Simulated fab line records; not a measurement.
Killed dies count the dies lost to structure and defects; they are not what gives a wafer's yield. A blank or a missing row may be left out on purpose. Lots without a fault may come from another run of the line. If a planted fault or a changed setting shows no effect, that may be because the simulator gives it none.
fab line records    flow sky130
[record] lots = 10  wafers = 30  last-day = 50
route steps=708 shown SONOS_ONO@171 GATE_OXIDE@200 POLY_GATE@204 PAD_OPEN@708
lots that met no fault: from a run of the same line without faults
start-h: hours from the record's first day to the start of the lot's first wafer shown    wait-h: time in hours since the lot's previous step    " repeats the value in the row above    L1.1+2: one row covering several wafers at once    - either no value or no given start    * or withheld: withheld    < > ~ a bound
route shown NAME@n: a module of which the file shows steps, and the number in the route of the first    usual: mean and standard deviation over wafers with no fault    same: alike in all rows    chamber/n: place in a boat    sites: each site's reading    _std_site: standard deviation across them    _edge_site: mean of outer sites minus mean of inner sites    radius-mm: for every site, how far away it sits from the centre of the wafer    mask NAME#n: copy n    behind: the tool/chamber that last shaped the wafer    hold: why the lot went on hold/how many hours it stayed there/how the hold came to an end    device: transistor that didn't switch, given as n, p or np    end of line: tests of these same wafers at the route's end    for a step that has no rows: nothing shown but its recipe    killed: count of dies lost to structure and defects at first sort (not the wafer's yield)    map: the dies of a wafer, with x for killed, . for not killed, _ for no die there
set.NAME: the setting that was run; set.NAME@STEP: the one run at that earlier step    model.NAME: the simulator's own value behind a step, which no gauge read
route steps across a sampled set of lots; one table per step, one row per wafer
services: from which hour (start-h, from the record's first day; less than 0 if before it) a tool's chamber was out of use, for how many hours, and why
[[steps]]
[step SKY_SONOS_ONO_THK_MEAS_03]
[recipe] reads = Si3N4_of_SONOS_ONO_CVD_02
[usual] SONOS_ONO_CVD_02_THK = 10.53/0.13
lot.wafer  tool           chamber  start-h  wait-h  SONOS_ONO_CVD_02_THK[nm]
L808.1     film-metro-01  -        252.87   0.0     10.52
L808.2     "              -        "        "       10.39
L808.5     "              -        "        "       10.37
L811.3     film-metro-01  -        276.72   0.0     10.50
L811.4     "              -        "        "       10.43
L811.6     "              -        "        "       10.37
L812.2     film-metro-01  -        293.19   0.0     10.64
L812.4     "              -        "        "       10.54
L812.5     "              -        "        "       10.52
L813.3     film-metro-02  -        296.42   0.0     10.57
L813.5     "              -        "        "       10.65
L813.6     "              -        "        "       10.59
L823.3     film-metro-02  -        381.42   0.0     10.62
L823.4     "              -        "        "       10.58
L823.6     "              -        "        "       10.71
L825.2     film-metro-03  -        406.68   0.0     10.54
L825.3     "              -        "        "       10.68
L825.6     "              -        "        "       10.46
L826.1     film-metro-03  -        414.17   0.0     10.21
L826.2     "              -        "        "       10.37
L826.3     "              -        "        "       10.44
L828.2     film-metro-02  -        420.40   0.0     10.39
L828.3     "              -        "        "       10.51
L828.5     "              -        "        "       10.51
L827.2     film-metro-02  -        422.81   0.0     10.44
L827.4     "              -        "        "       10.46
L827.6     "              -        "        "       10.45
L829.2     film-metro-01  -        431.79   0.0     10.39
L829.3     "              -        "        "       10.49
L829.5     "              -        "        "       10.46
[step SKY_SONOS_ONO_CD_MEAS_13]
[recipe] target-cd-nm = 410
[usual] cd-nm = 409.6/2.2
lot.wafer  tool       chamber  start-h  wait-h  cd-nm
L808.1     cd-sem-01  -        277.50   0.1     408.8
L808.2     "          -        "        "       412.2
L808.5     "          -        "        "       409.5
L811.3     cd-sem-02  -        303.85   0.1     407.4
L811.4     "          -        "        "       408.6
L811.6     "          -        "        "       408.2
L812.2     cd-sem-02  -        319.78   0.1     404.1
L812.4     "          -        "        "       407.5
L812.5     "          -        "        "       405.0
L813.3     cd-sem-01  -        322.90   0.1     409.0
L813.5     "          -        "        "       411.2
L813.6     "          -        "        "       409.0
L823.3     cd-sem-01  -        412.05   0.1     411.9
L823.4     "          -        "        "       411.9
L823.6     "          -        "        "       410.9
L825.2     cd-sem-01  -        440.53   0.1     411.7
L825.3     "          -        "        "       413.5
L825.6     "          -        "        "       411.5
L826.1     cd-sem-01  -        446.00   0.1     410.9
L826.2     "          -        "        "       409.0
L826.3     "          -        "        "       409.8
L828.2     cd-sem-02  -        451.12   0.1     409.5
L828.3     "          -        "        "       409.0
L828.5     "          -        "        "       406.5
L827.2     cd-sem-02  -        452.54   0.1     406.4
L827.4     "          -        "        "       406.7
L827.6     "          -        "        "       408.1
L829.2     cd-sem-02  -        464.13   0.1     406.9
L829.3     "          -        "        "       406.9
L829.5     "          -        "        "       407.5
[step SKY_GATE_OXIDE_STRIP_13]
[recipe] chemistry = O2/N2  power-w = 1400  pressure-mtorr = 1500  platen-temp-c = withheld  o2-flow-sccm = 3000  n2-flow-sccm = 300  overash-fraction = 0.5
[usual] drypump-motor-current-A = 5.40/0.24  n2-flow-sccm = 299.9/0.98  oes-product-au = 0.716/0.0042  strip-time-to-endpoint-s = 14.20/0.042
[same] overash-fraction = 0.5
lot.wafer  tool             chamber  start-h  wait-h  drypump-motor-current-A  n2-flow-sccm  oes-product-au  rf-hours-counter-h  strip-time-to-endpoint-s
L808.1     plasma-asher-04  1        305.46   0.0     5.44                     300.5         0.715           19                  14.16
L808.2     "                0        "        "       5.62                     300.0         0.721           19                  14.19
L808.5     "                0        "        "       5.60                     299.1         0.725           -                   14.17
L811.3     plasma-asher-04  1        332.03   0.0     5.42                     299.9         0.716           -                   14.17
L811.4     "                0        "        "       5.61                     300.8         0.720           -                   14.16
L811.6     "                1        "        "       5.41                     299.4         0.709           -                   14.19
L812.2     plasma-asher-01  0        350.00   0.0     5.23                     300.6         0.719           65                  14.21
L812.4     "                0        "        "       5.26                     301.3         0.718           -                   14.27
L812.5     "                0        "        "       5.25                     300.9         0.710           -                   14.20
L813.3     plasma-asher-04  0        351.79   0.0     5.59                     300.2         0.719           -                   14.24
L813.5     "                0        "        "       5.60                     300.8         0.722           -                   14.21
L813.6     "                1        "        "       5.41                     299.9         0.715           -                   14.20
L823.3     plasma-asher-04  0        447.23   0.0     5.60                     299.3         0.717           -                   14.22
L823.4     "                1        "        "       5.39                     300.5         0.723           -                   14.23
L823.6     "                0        "        "       5.57                     299.7         0.717           -                   14.24
L825.2     plasma-asher-04  1        474.81   0.0     5.43                     300.5         0.712           36                  14.22
L825.3     "                1        "        "       5.43                     301.1         0.719           -                   14.21
L825.6     "                0        "        "       5.63                     302.1         0.716           -                   14.26
L826.1     plasma-asher-03  1        478.92   0.0     5.83                     300.7         0.712           80                  14.17
L826.2     "                0        "        "       4.84                     298.6         0.723           80                  14.15
L826.3     "                0        "        "       4.84                     300.0         0.719           -                   14.15
L828.2     plasma-asher-03  0        484.04   0.0     4.83                     298.9         0.720           81                  14.21
L828.3     "                1        "        "       5.85                     300.6         0.716           -                   14.18
L828.5     "                1        "        "       5.89                     299.1         0.722           -                   14.21
L827.2     plasma-asher-04  1        488.75   0.0     5.41                     300.8         0.721           37                  14.12
L827.4     "                0        "        "       5.61                     299.8         0.713           -                   14.15
L827.6     "                1        "        "       5.43                     299.8         0.713           -                   14.18
L829.2     plasma-asher-01  1        497.01   0.0     5.32                     300.8         0.717           6                   14.16
L829.3     "                1        "        "       5.31                     300.6         0.714           -                   14.23
L829.5     "                0        "        "       5.27                     299.3         0.716           -                   14.20
[step SKY_POLY_GATE_CVD_00]
[recipe] material = poly-Si  target-thk-nm = 180  temp-c = 620  time-s = 720  pressure-mtorr = 200
[usual] spike-tc-centre-C = 621.2/1  spike-tc-lower-C = 620.0/1.1  spike-tc-upper-C = 618.9/0.97  zone-power-centre-pct = 9.21/0.3  zone-power-upper-pct = 8.1/0.32
lot.wafer  tool      chamber  start-h  wait-h  spike-tc-centre-C  spike-tc-lower-C  spike-tc-upper-C  zone-power-centre-pct  zone-power-upper-pct
L808.1     lpcvd-01  1        308.74   0.0     620.4              621.9             617.9             8.97                   7.7
L808.2     "         1        "        "       621.2              618.7             618.6             8.85                   7.8
L808.5     "         1        "        "       621.2              617.7             619.8             9.00                   7.6
L811.3     lpcvd-01  1        334.32   0.0     590.1              623.9             622.8             3.80                   10.1
L811.4     "         1        "        "       592.1              624.7             624.1             3.84                   10.1
L811.6     "         1        "        "       588.8              625.6             623.8             3.82                   10.2
L812.2     lpcvd-01  1        353.94   2.1     591.0              624.3             621.0             3.83                   10.3
L812.4     "         1        "        "       589.3              623.5             622.4             3.82                   10.1
L812.5     "         1        "        "       592.1              623.4             621.9             3.71                   10.2
L813.3     lpcvd-01  1        355.26   0.7     589.9              624.0             623.9             3.77                   10.2
L813.5     "         1        "        "       589.7              623.0             620.7             3.80                   10.1
L813.6     "         1        "        "       590.2              624.4             624.2             3.80                   10.2
L823.3     lpcvd-01  0        483.33   34.4    620.1              620.5             619.4             9.61                   8.4
L823.4     "         0        "        "       620.8              621.4             618.3             9.45                   8.5
L823.6     "         0        "        "       620.8              619.7             620.4             9.66                   8.5
L825.2     lpcvd-01  0        483.33   6.8     622.0              619.2             619.3             9.44                   8.5
L825.3     "         0        "        "       619.5              619.3             618.5             9.62                   8.3
L825.6     "         0        "        "       621.3              620.0             618.6             9.60                   8.4
L826.1     lpcvd-01  1        483.33   2.7     621.6              618.9             619.5             9.07                   7.8
L826.2     "         1        "        "       620.3              618.9             618.6             8.98                   7.7
L826.3     "         1        "        "       619.9              619.8             618.9             8.99                   7.7
L828.2     lpcvd-01  0        485.83   0.0     620.7              621.4             618.4             9.51                   8.5
L828.3     "         0        "        "       620.6              620.7             619.1             9.70                   8.3
L828.5     "         0        "        "       620.7              621.4             619.1             9.42                   8.4
L827.2     lpcvd-01  1        490.49   0.0     621.1              620.2             619.9             8.94                   7.8
L827.4     "         1        "        "       621.3              620.6             619.1             8.89                   7.9
L827.6     "         1        "        "       620.2              619.5             618.4             8.93                   7.8
L829.2     lpcvd-01  1        498.84   0.0     620.4              620.3             617.9             9.08                   7.8
L829.3     "         1        "        "       620.3              621.7             620.9             8.90                   7.8
L829.5     "         1        "        "       622.3              620.1             618.8             8.89                   7.7
[step SKY_POLY_GATE_THK_MEAS_01]
[recipe] reads = poly-Si_of_POLY_GATE_CVD_00
[usual] POLY_GATE_CVD_00_THK = 180.1/1.5
lot.wafer  tool           chamber  start-h  wait-h  POLY_GATE_CVD_00_THK[nm]
L808.1     film-metro-03  -        310.54   0.0     175.9
L808.2     "              -        "        "       178.0
L808.5     "              -        "        "       178.6
L811.3     film-metro-01  -        335.54   0.0     164.2
L811.4     "              -        "        "       157.5
L811.6     "              -        "        "       143.7
L812.2     film-metro-01  -        355.15   0.0     151.4
L812.4     "              -        "        "       164.2
L812.5     "              -        "        "       171.5
L813.3     film-metro-01  -        356.48   0.0     129.7
L813.5     "              -        "        "       132.9
L813.6     "              -        "        "       137.3
L823.3     film-metro-01  -        484.55   0.0     181.9
L823.4     "              -        "        "       182.1
L823.6     "              -        "        "       180.8
L825.2     film-metro-04  -        484.60   0.1     181.0
L825.3     "              -        "        "       180.0
L825.6     "              -        "        "       179.5
L826.1     film-metro-03  -        484.62   0.1     179.8
L826.2     "              -        "        "       180.4
L826.3     "              -        "        "       180.1
L828.2     film-metro-03  -        487.04   0.0     181.2
L828.3     "              -        "        "       181.0
L828.5     "              -        "        "       178.9
L827.2     film-metro-01  -        491.70   0.0     179.2
L827.4     "              -        "        "       179.0
L827.6     "              -        "        "       179.4
L829.2     film-metro-03  -        500.05   0.0     177.8
L829.3     "              -        "        "       178.4
L829.5     "              -        "        "       177.8
[step SKY_POLY_GATE_ETCH_17]
[recipe] target-depth-nm = 180  stop-on = SiO2  over-etch-frac = 0.56667  chemistry = HBr/Cl2  target = poly-Si  icp-w = 400  bias-w = 100  pressure-mtorr = 10  HBr_flow_sccm = 150  Cl2_flow_sccm = 50  time-s = 70.5
[usual] drypump-motor-current-A = 5.8/0.5  he-backside-leak-sccm = 2.6/0.32  mfc-cl2-sccm = 50.01/0.14  oes-product-au = 0.985/0.01  throttle-valve-pct = 33.683/0.0081
lot.wafer  tool       chamber  start-h  wait-h  drypump-motor-current-A  he-backside-leak-sccm  mfc-cl2-sccm  oes-product-au  rf-hours-counter-h  throttle-valve-pct
L808.1     rie-si-01  0        372.19   0.0     6.6                      2.5                    50.21         0.978           4                   33.669
L808.2     "          1        "        "       5.2                      2.6                    49.86         0.982           1                   33.683
L808.5     "          0        "        "       6.6                      2.7                    50.10         0.974           -                   33.676
L811.3     rie-si-01  0        398.00   0.0     6.6                      2.6                    50.07         0.924           5                   33.691
L811.4     "          3        "        "       6.5                      2.9                    50.00         0.903           1                   33.682
L811.6     "          1        "        "       5.1                      2.7                    49.84         1.006           -                   33.692
L812.2     rie-si-02  2        415.69   0.0     5.6                      2.3                    50.21         0.885           1                   33.691
L812.4     "          0        "        "       5.8                      2.4                    50.08         0.932           4                   33.684
L812.5     "          0        "        "       5.8                      2.4                    50.01         0.968           -                   33.698
L813.3     rie-si-01  3        418.64   0.0     6.5                      3.0                    49.91         0.789           1                   33.677
L813.5     "          3        "        "       6.5                      3.0                    49.98         0.805           -                   33.694
L813.6     "          0        "        "       6.6                      2.4                    50.20         0.816           -                   33.691
L823.3     rie-si-01  3        549.00   0.0     6.5                      2.9                    49.88         0.995           2                   33.700
L823.4     "          0        "        "       6.6                      2.6                    50.14         0.992           5                   33.678
L823.6     "          0        "        "       6.6                      2.6                    50.16         0.969           -                   33.682
L825.2     rie-si-02  2        549.34   0.0     5.6                      2.4                    50.17         0.995           2                   33.688
L825.3     "          3        "        "       5.9                      2.8                    50.00         0.990           0                   33.687
L825.6     "          0        "        "       5.8                      2.4                    49.99         0.981           -                   33.678
L826.1     rie-si-02  2        550.14   0.0     5.6                      2.4                    50.07         0.987           2                   33.698
L826.2     "          0        "        "       5.8                      2.2                    49.80         0.980           5                   33.674
L826.3     "          3        "        "       5.9                      2.8                    50.12         0.991           0                   33.686
L828.2     rie-si-01  0        551.74   0.0     6.7                      2.5                    49.98         0.981           6                   33.707
L828.3     "          3        "        "       6.5                      2.8                    49.83         0.983           2                   33.691
L828.5     "          0        "        "       6.6                      2.6                    50.11         0.981           -                   33.688
L827.2     rie-si-02  1        555.84   0.0     5.8                      2.5                    49.94         0.976           7                   33.685
L827.4     "          2        "        "       5.6                      2.4                    49.87         0.992           2                   33.688
L827.6     "          1        "        "       5.8                      2.5                    49.89         0.973           -                   33.700
L829.2     rie-si-01  0        560.54   0.0     6.6                      2.5                    49.83         0.962           6                   33.693
L829.3     "          2        "        "       5.3                      2.4                    50.08         0.993           2                   33.686
L829.5     "          1        "        "       5.2                      2.7                    50.06         0.978           -                   33.675
[step SKY_PAD_OPEN_PROBE_99]
[usual] killed_at_M0_to_M3 = 42/6.3  killed_at_M4_up = 3.2/1.9  killed-at-contacts = 24/5.8  killed-at-front-end = 15/4.3  killed-at-other = 0.2/0.62  killed-dies = 85/9.3  killed-open = 46/6.8  killed-short = 38/6.1
[same] gross-dies = 492  killed-at-back-side = 0
lot.wafer  tool       chamber  start-h  wait-h  killed_at_M0_to_M3  killed_at_M4_up  killed-at-contacts  killed-at-front-end  killed-at-other  killed-dies  killed-open  killed-short
L812.2     prober-01  -        1096.96  0.1     48                  3                20                  19                   0                90           52           37
L812.4     prober-01  -        1097.06  0.2     38                  2                19                  14                   0                73           33           40
L812.5     prober-01  -        1097.11  0.2     36                  3                22                  16                   0                77           32           44
// killed by level:class
L812.2 VIA1:geometric-particle:open=9 VIA2:geometric-particle:open=8 CONTACT:geometric-particle:open=7 METAL2:geometric-particle:short=7 VIA3:geometric-particle:open=6 POLY_GATE:geometric-particle:open=5 LI_CONTACT:geometric-particle:short=5 LI_CONTACT:geometric-particle:open=5
L812.4 VIA2:geometric-particle:open=7 VIA1:geometric-particle:open=6 CONTACT:geometric-particle:open=6 VIA2:geometric-particle:short=5 FIELD_ISO:geometric-particle:short=4 POLY_GATE:geometric-particle:short=4 LI_CONTACT:geometric-particle:open=4 LOCAL_INTERCONNECT:geometric-particle:short=4
L812.5 LI_CONTACT:geometric-particle:open=6 VIA2:geometric-particle:open=6 POLY_GATE:geometric-particle:short=5 POLY_GATE:geometric-particle:open=5 VIA1:geometric-particle:short=5 CONTACT:geometric-particle:short=5 METAL1:geometric-particle:short=5 CONTACT:geometric-particle:open=4
[[services]]
tool             chamber  start-h  hours  kind
rie-si-01        3        304.19   -      clean
rie-si-01        3        304.19   20.7   scheduled-down
rie-si-01        3        304.19   20.7   vent-cycle
rie-si-01        0        334.40   8.8    repair
lpcvd-01         -        347.83   6.1    pm
rie-si-02        1        353.21   1.2    repair
rie-si-01        -        379.18   0.2    repair
lpcvd-01         -        385.56   2.8    pm
rie-si-02        3        393.15   2.5    repair
plasma-asher-03  -        408.43   2.8    pm
rie-si-01        -        412.82   1.2    repair
plasma-asher-01  -        421.25   9.0    pm
plasma-asher-01  0        421.25   9.0    vent-cycle
plasma-asher-01  1        421.25   9.0    vent-cycle
rie-si-02        3        429.86   -      clean
rie-si-02        3        429.86   18.6   scheduled-down
rie-si-02        3        429.86   18.6   vent-cycle
plasma-asher-01  0        430.25   -      clean
lpcvd-01         -        440.63   14.6   pm
lpcvd-01         -        455.23   28.1   pm
rie-si-01        -        475.39   0.3    repair
rie-si-01        3        515.38   1.2    repair
plasma-asher-04  -        523.65   2.8    pm
lpcvd-01         -        545.64   0.9    repair
[[key]]
[first-sign] step = SKY_POLY_GATE_CVD_00  reading = spike-tc-centre-C  direction = down  sigmas = 30  usual = 621.2  struck = 590.4
[effect] step = SKY_POLY_GATE_CVD_00  reading = zone-power-centre-pct  direction = down  sigmas = 18  usual = 9.21  struck = 3.80
[effect] step = SKY_POLY_GATE_THK_MEAS_01  reading = POLY_GATE_CVD_00_THK  direction = down  sigmas = 20  usual = 180.1  struck = 150.3
[effect] step = SKY_POLY_GATE_ETCH_17  reading = oes-product-au  direction = down  sigmas = 9.1  usual = 0.985  struck = 0.892  wafers-moved = 7
met-at SKY_POLY_GATE_CVD_00
struck-lots L811,L812,L813
tester-left-out L811,L812,L813
not-acting-at SKY_SONOS_ONO_THK_MEAS_03,SKY_SONOS_ONO_CD_MEAS_13,SKY_GATE_OXIDE_STRIP_13
onset-between 308.74 334.32
[fault] kind = process-parameter-drift  tool = lpcvd-01  chamber = -  onset-h = 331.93  steps = SKY_POLY_GATE_CVD_00  channel = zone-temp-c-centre  offset = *  shape = step  end-h = 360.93
// tester-left-out: of these lots the tester's yield and bins aren't shown, on N5 and GAA mostly nor the transistor test; their killed dies are dies lost to structure and defects alone, not to doping, threshold or leakage, so they don't give the yield
